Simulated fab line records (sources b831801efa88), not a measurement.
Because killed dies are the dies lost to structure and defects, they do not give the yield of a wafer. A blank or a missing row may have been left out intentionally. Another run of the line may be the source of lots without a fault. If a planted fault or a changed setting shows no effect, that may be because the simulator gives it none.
Shared-tool check || flow sky130 || 14 lots, 42 wafers sampled

== WHY IT WAS OPENED ==
SKY_LDD_P_TW_MEAS_11, reading LDD_P_TW: flagged on 2 of 14 lots. Fault-free wafers read 645, with a standard deviation of 7.8.
Rule: a lot gets a flag if all its wafers with a number sit over 4 standard deviations from that mean, or if no wafer of it has a number. All remaining lots are regarded as sound.

{"lot": "L898", "measured": "day 19 02:31", "on": "film metro-02", "LDD_P_TW, wafer by wafer": "642 641 642", "flag": ""}
{"lot": "L899", "measured": "day 19 08:08", "on": "film metro-01", "LDD_P_TW, wafer by wafer": "658 657 651", "flag": ""}
{"lot": "L900", "measured": "day 20 02:46", "on": "film metro-01", "LDD_P_TW, wafer by wafer": "654 655 652", "flag": ""}
{"lot": "L902", "measured": "day 21 06:58", "on": "film metro-02", "LDD_P_TW, wafer by wafer": "640 640 642", "flag": ""}
{"lot": "L904", "measured": "day 21 17:49", "on": "film metro-01", "LDD_P_TW, wafer by wafer": "653 653 657", "flag": ""}
{"lot": "L903", "measured": "day 21 18:55", "on": "film metro-01", "LDD_P_TW, wafer by wafer": "656 657 656", "flag": ""}
{"lot": "L905", "measured": "day 21 21:27", "on": "film metro-03", "LDD_P_TW, wafer by wafer": "640 639 641", "flag": ""}
{"lot": "L906", "measured": "day 22 05:19", "on": "film metro-01", "LDD_P_TW, wafer by wafer": "649 651 646", "flag": ""}
{"lot": "L907", "measured": "day 22 14:07", "on": "film metro-03", "LDD_P_TW, wafer by wafer": "636 636 635", "flag": ""}
{"lot": "L909", "measured": "day 23 09:17", "on": "film metro-01", "LDD_P_TW, wafer by wafer": "656 656 658", "flag": ""}
{"lot": "L908", "measured": "day 23 11:07", "on": "film metro-03", "LDD_P_TW, wafer by wafer": "791 786 787", "flag": "FLAGGED"}
{"lot": "L912", "measured": "day 24 08:42", "on": "film metro-03", "LDD_P_TW, wafer by wafer": "792 790 790", "flag": "FLAGGED"}
{"lot": "L914", "measured": "day 24 21:34", "on": "film metro-02", "LDD_P_TW, wafer by wafer": "647 648 648", "flag": ""}
{"lot": "L915", "measured": "day 25 06:45", "on": "film metro-03", "LDD_P_TW, wafer by wafer": "636 639 636", "flag": ""}
The numbers of the flagged lots are 789 on average: +144 against the usual, or +19 standard deviations.

== TOOL THAT RAN EACH LOT ==
The record keeps 1 process step preceding the reading, out of 708 steps on the route. Every cell lists first the tool, next ch and the chambers used by the sampled wafers, and last the start.
{"lot": "L898", "flag": "", "SKY_LDD_P_IMPLANT_09": "implanter-04 ch 0, day 19 02:18"}
{"lot": "L899", "flag": "", "SKY_LDD_P_IMPLANT_09": "implanter-03 ch 0, day 19 07:54"}
{"lot": "L900", "flag": "", "SKY_LDD_P_IMPLANT_09": "implanter-03 ch 0, day 20 02:31"}
{"lot": "L902", "flag": "", "SKY_LDD_P_IMPLANT_09": "implanter-04 ch 0, day 21 06:45"}
{"lot": "L904", "flag": "", "SKY_LDD_P_IMPLANT_09": "implanter-02 ch 0, day 21 17:34"}
{"lot": "L903", "flag": "", "SKY_LDD_P_IMPLANT_09": "implanter-04 ch 0, day 21 18:40"}
{"lot": "L905", "flag": "", "SKY_LDD_P_IMPLANT_09": "implanter-04 ch 0, day 21 21:12"}
{"lot": "L906", "flag": "", "SKY_LDD_P_IMPLANT_09": "implanter-04 ch 0, day 22 05:04"}
{"lot": "L907", "flag": "", "SKY_LDD_P_IMPLANT_09": "implanter-04 ch 0, day 22 13:54"}
{"lot": "L909", "flag": "", "SKY_LDD_P_IMPLANT_09": "implanter-03 ch 0, day 23 09:02"}
{"lot": "L908", "flag": "FLAGGED", "SKY_LDD_P_IMPLANT_09": "implanter-03 ch 0, day 23 10:34"}
{"lot": "L912", "flag": "FLAGGED", "SKY_LDD_P_IMPLANT_09": "implanter-03 ch 0, day 24 08:08"}
{"lot": "L914", "flag": "", "SKY_LDD_P_IMPLANT_09": "implanter-04 ch 0, day 24 21:19"}
{"lot": "L915", "flag": "", "SKY_LDD_P_IMPLANT_09": "implanter-04 ch 0, day 25 06:30"}
What these steps do:
- SKY_LDD_P_IMPLANT_09
- SKY_LDD_P_TW_MEAS_11

== FLAGGED OVER TOTAL, TOOL BY TOOL (the gauges that took the reading come last) ==
{"step": "SKY_LDD_P_IMPLANT_09", "tool": "implanter-02", "lots run": 1, "flagged": 0, "share of the flagged lots": "none", "sound lots run after its first flagged lot": "-"}
{"step": "SKY_LDD_P_IMPLANT_09", "tool": "implanter-03", "lots run": 5, "flagged": 2, "share of the flagged lots": "all", "sound lots run after its first flagged lot": 0}
{"step": "SKY_LDD_P_IMPLANT_09", "tool": "implanter-04", "lots run": 8, "flagged": 0, "share of the flagged lots": "none", "sound lots run after its first flagged lot": "-"}
{"step": "SKY_LDD_P_TW_MEAS_11", "tool": "film metro-01", "lots run": 6, "flagged": 0, "share of the flagged lots": "none", "sound lots run after its first flagged lot": "-"}
{"step": "SKY_LDD_P_TW_MEAS_11", "tool": "film metro-02", "lots run": 3, "flagged": 0, "share of the flagged lots": "none", "sound lots run after its first flagged lot": "-"}
{"step": "SKY_LDD_P_TW_MEAS_11", "tool": "film metro-03", "lots run": 5, "flagged": 2, "share of the flagged lots": "all", "sound lots run after its first flagged lot": "1 (L915)"}

== WHAT THE TABLE PERMITS ==
Table rows that saw every flagged lot: 2, namely implanter-03 at SKY_LDD_P_IMPLANT_09 and film metro-03 at SKY_LDD_P_TW_MEAS_11.
- implanter-03 at SKY_LDD_P_IMPLANT_09: 2 of its 5 lots flagged. A fault beginning between L909 (day 23 09:02), its last sound lot, and L908 (day 23 10:34), its first flagged one, fits the data.
- film metro-03 at SKY_LDD_P_TW_MEAS_11: 2 of its 5 lots flagged. Lots that were sound ran on it after the first flagged one (L915); a persistent fault on the entire tool would not allow that.
One tool is left: implanter-03 at SKY_LDD_P_IMPLANT_09.

== WHAT THE SIMULATOR PUT IN ==
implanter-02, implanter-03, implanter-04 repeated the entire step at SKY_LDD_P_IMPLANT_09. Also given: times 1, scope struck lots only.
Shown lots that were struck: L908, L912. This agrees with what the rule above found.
